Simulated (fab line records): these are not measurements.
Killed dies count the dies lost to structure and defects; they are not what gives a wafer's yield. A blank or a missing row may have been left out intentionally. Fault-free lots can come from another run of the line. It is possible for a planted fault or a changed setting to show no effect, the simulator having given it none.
What tool caused it? -- flow gf180mcu -- 36 wafers from 12 lots sampled at 5 of the route's 602 steps

## WHAT EACH GAUGE READ, for each wafer
GF_V5_BOW_MEAS_05. Usual: V5_BOW 131 um, standard deviation 9.7.
lot,measured,on,V5_BOW (um),flag
L108,day 26 20:26,film_metro-01,130 113 127,
L109,day 27 06:52,film_metro-01,115 126 130,
L110,day 27 10:19,film_metro-02,143 137 130,
L111,day 27 12:34,film_metro-04,142 144 137,
L114,day 28 17:47,film_metro-04,134 140 139,
L116,day 29 05:34,film_metro-04,134 140 126,
L118,day 29 18:52,film_metro-04,122 119 128,
L121,day 30 21:42,film_metro-04,109 118 110,
L126,day 31 22:16,film_metro-01,128 131 132,
L127,day 32 06:35,film_metro-02,120 127 124,
L129,day 32 17:17,film_metro-04,136 138 138,
L130,day 32 18:54,film_metro-02,142 142 144,

GF_V5_CD_MEAS_14 targets a cd of 260 nm. Usual: cd_nm reads 259.8 nm (standard deviation 1.1).
lot,measured,on,cd_nm (nm),flag
L108,day 27 16:20,cd_sem-01,259.6 258.7 259.2,
L109,day 28 02:46,cd_sem-02,259.5 258.4 261.7,
L110,day 28 06:26,cd_sem-01,259.6 261.0 261.0,
L111,day 28 08:04,cd_sem-01,260.5 260.7 260.7,
L114,day 29 13:01,cd_sem-02,257.7 259.5 259.1,
L116,day 30 00:16,cd_sem-01,260.2 260.3 260.9,
L118,day 30 13:10,cd_sem-01,259.8 259.6 259.3,
L121,day 31 14:38,cd_sem-01,260.8 260.6 262.1,
L126,day 32 13:49,cd_sem-02,258.6 259.1 258.6,
L127,day 32 22:20,cd_sem-02,258.5 257.7 258.1,
L129,day 33 08:53,cd_sem-02,260.2 261.3 261.5,
L130,day 33 10:28,cd_sem-02,258.0 258.4 258.2,

GF_PASSIVATION_THK_MEAS_01. Usual: PASSIVATION_CVD_00_THK 999 nm, standard deviation 13.
lot,measured,on,PASSIVATION_CVD_00_THK (nm),flag
L108,day 28 14:24,film_metro-02,976 974 1000,
L109,day 29 00:59,film_metro-01,987 992 994,
L110,day 29 04:50,film_metro-01,987 993 1017,
L111,day 29 06:20,film_metro-02,990 997 995,
L114,day 30 10:49,film_metro-02,997 986 1014,
L116,day 30 20:43,film_metro-02,984 1008 1006,
L118,day 31 09:29,film_metro-02,993 1020 1018,
L121,day 32 10:22,film_metro-02,995 992 1015,
L126,day 33 08:43,film_metro-02,1119 1105 1113,OFF
L127,day 33 16:41,film_metro-03,1107 1126 1120,OFF
L129,day 34 02:56,film_metro-02,987 1021 994,
L130,day 34 04:07,film_metro-03,980 994 1009,

## TOOL THAT RAN EACH LOT (tool first, then ch and the chambers of the sampled wafers, then the start)
lot,GF_TOP_METAL_SPUTTER_04,GF_PASSIVATION_CVD_00
L108,"pvd_sputter-04, day 27 18:04","pecvd-04 ch 0,2, day 28 14:17"
L109,"pvd_sputter-02, day 28 04:29","pecvd-01 ch 0,1, day 29 00:53"
L110,"pvd_sputter-04, day 28 08:13","pecvd-04 ch 0,1,2, day 29 04:45"
L111,"pvd_sputter-03, day 28 09:50","pecvd-01 ch 0,1,2, day 29 06:16"
L114,"pvd_sputter-04, day 29 14:44","pecvd-03 ch 0,1,2, day 30 10:44"
L116,"pvd_sputter-04, day 30 01:59","pecvd-04 ch 0,1,2, day 30 20:38"
L118,"pvd_sputter-03, day 30 14:52","pecvd-04 ch 1,2, day 31 09:24"
L121,"pvd_sputter-04, day 31 16:22","pecvd-03 ch 1,2, day 32 10:17"
L126,"pvd_sputter-02, day 32 15:39","pecvd-04 ch 0,2, day 33 08:38"
L127,"pvd_sputter-04, day 33 00:05","pecvd-04 ch 0,1,2, day 33 16:36"
L129,"pvd_sputter-04, day 33 10:35","pecvd-01 ch 0,2, day 34 02:50"
L130,"pvd_sputter-04, day 33 12:08","pecvd-01 ch 0,2, day 34 04:01"
- GF_TOP_METAL_SPUTTER_04: material TiN, target thk 25 nm, time 20.8 s.
- GF_PASSIVATION_CVD_00: deposits SiO2 from TEOS, target thk 1000 nm, time 111.95 s.

## WHAT THE TOOLS THEMSELVES READ (means of the sampled wafers that have a number; where no wafer has one, the mark that the record gives instead)
GF_TOP_METAL_SPUTTER_04. Usual: throttle_valve_pct reads 30.4 % (standard deviation 1).
lot,tool,throttle_valve_pct (%),flag
L108,pvd_sputter-04,30.5,
L109,pvd_sputter-02,30.8,
L110,pvd_sputter-04,30.1,
L111,pvd_sputter-03,30.1,
L114,pvd_sputter-04,30.5,
L116,pvd_sputter-04,30.2,
L118,pvd_sputter-03,30.9,
L121,pvd_sputter-04,30.2,
L126,pvd_sputter-02,30.6,
L127,pvd_sputter-04,30.7,
L129,pvd_sputter-04,30.5,
L130,pvd_sputter-04,31.0,

GF_PASSIVATION_CVD_00. Usual: heater_power_w 703 W, standard deviation 94; rf_fwd_power_W 597.3 W, standard deviation 1.7.
lot,tool,heater_power_w (W),rf_fwd_power_W (W),flag
L108,pecvd-04,712,596.8,
L109,pecvd-01,737,598.3,
L110,pecvd-04,751,596.8,
L111,pecvd-01,692,597.0,
L114,pecvd-03,620,598.3,
L116,pecvd-04,758,596.3,
L118,pecvd-04,771,597.3,
L121,pecvd-03,645,600.1,
L126,pecvd-04,571,834.3,OFF
L127,pecvd-04,644,837.2,OFF
L129,pecvd-01,703,596.9,
L130,pecvd-01,681,597.1,

## THE ANSWER, worked out from the rows above alone
Rule: a lot is off if the mean of its wafers that have a number lies more than 3 standard deviations from the usual mean. Also off: a lot with no number at a reading for which 4 or more lots have one. All remaining lots with rows at the step are treated as sound. After the gauges, taken in route order, come the tools' own readings; for these a lot's mean is taken, as printed above. At the first step where some lot is off, the reading lying furthest off is the one used; lots without a number count as furthest.
Off: L126, L127, at GF_PASSIVATION_THK_MEAS_01 (PASSIVATION_CVD_00_THK).
A tool fits if, at a process step before that reading, it ran every lot that is off, and no sound lot after the first of them. The gauges at GF_PASSIVATION_THK_MEAS_01 aren't tried: what is off there is off at GF_PASSIVATION_CVD_00 too, on other tools, and a gauge's error can't cause that. One fits: GF_PASSIVATION_CVD_00 on pecvd-04. Its last sound lot is L118 (day 31 09:24), its first lot that is off L126 (day 33 08:38): a fault that began between those two fits.
The tool's own readings at GF_PASSIVATION_CVD_00 bear it out: on the lots that are off they differ by more than 5 times the standard deviation of the sound lots' means. rf_fwd_power_W reads 835.8 W there against 597.5 W on the sound lots.

## WHAT HAD BEEN PUT IN BY THE SIMULATOR
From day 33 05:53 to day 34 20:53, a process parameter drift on pecvd-04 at GF_PASSIVATION_CVD_00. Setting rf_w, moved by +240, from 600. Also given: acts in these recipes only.
Shown lots that were struck: L126, L127. The same result came from the rule above.
